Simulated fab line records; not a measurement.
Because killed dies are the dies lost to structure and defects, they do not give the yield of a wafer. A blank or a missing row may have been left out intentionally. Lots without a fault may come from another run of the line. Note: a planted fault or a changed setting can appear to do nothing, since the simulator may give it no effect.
Problem report in the 8D (eight disciplines) form, filled by code || flow sky130 || the parts of the form that need people (team, actions taken, sign-off) are left out

1. WHAT WENT WRONG
beam_energy_keV at SKY_PWDE_IMPLANT_08 reads a mean of 157.07 on 6 wafers of 2 lots; wafers without a fault read 150.01 with a standard deviation of 0.049. That is +99 or more standard deviations from the usual mean.
First seen on wafer L549.2, day 8 00:21, on implanter-01. Wafers with a number at this step in the record: 18, from 6 lots. Rule for "out" (also "out of limits"): further than 4 standard deviations from the usual mean. The rest of the wafers with a number are treated as sound.

2. WHAT IT IS, AND WHAT IT ISN'T
{"question": "which readings at this step", "is": "beam_energy_keV", "is not": "-"}
{"question": "which lots", "is": "L549, L550", "is not": "L534, L537, L541, L554"}
{"question": "which wafers of those lots", "is": "all that have a number", "is not": "-"}
{"question": "read on which tools", "is": "implanter-01", "is not": "implanter-03"}
{"question": "when", "is": "from day 8 00:21", "is not": "up to then (9 sound wafers); but 3 sound wafers of L554 came after"}

3. WHAT RULES OUT EACH SUSPECT
Counting: a tool at any process step up to the reading remains a suspect when it ran all the lots that are out and ran no sound lot after the first of those.
- implanter-01 at SKY_PWDE_IMPLANT_08: kept. It ran every lot that is out, first L549 (day 8 00:21), and no sound lot after that; its last sound lot up to then is L541 (day 5 21:10). Out on those wafers are its own readings of beam_energy_keV.
The count leaves implanter-01 at SKY_PWDE_IMPLANT_08.

4. THE CAUSE (what the simulator had put in)
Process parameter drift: implanter-01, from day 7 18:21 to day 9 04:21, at SKY_PWDE_IMPLANT_08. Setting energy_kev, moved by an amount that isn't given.
Counting left only this tool.

5. SEQUENCE OF EFFECTS, ordered by route
Each row: a reading where the mean over the struck wafers with a number is more than 3 standard deviations away from the usual. Scope: only readings with a usual standard deviation given in the record; hours: median across lots of the time from each lot's start at the first step in this table that gives one to its start at this step; sigmas: change in usual standard deviations.
{"hours": 0, "step": "SKY_PWDE_IMPLANT_08", "reading": "beam_energy_keV", "usual": 150.01, "on struck wafers": 157.07, "change": "+7.06", "sigmas": "+99 or more"}
It contains these process steps:
- SKY_PWDE_IMPLANT_08

6. HOW IT WOULD HAVE BEEN CAUGHT EARLIER
In this record no reading fell out of limits until day 8 00:21, 6 hours after the fault had begun at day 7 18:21.
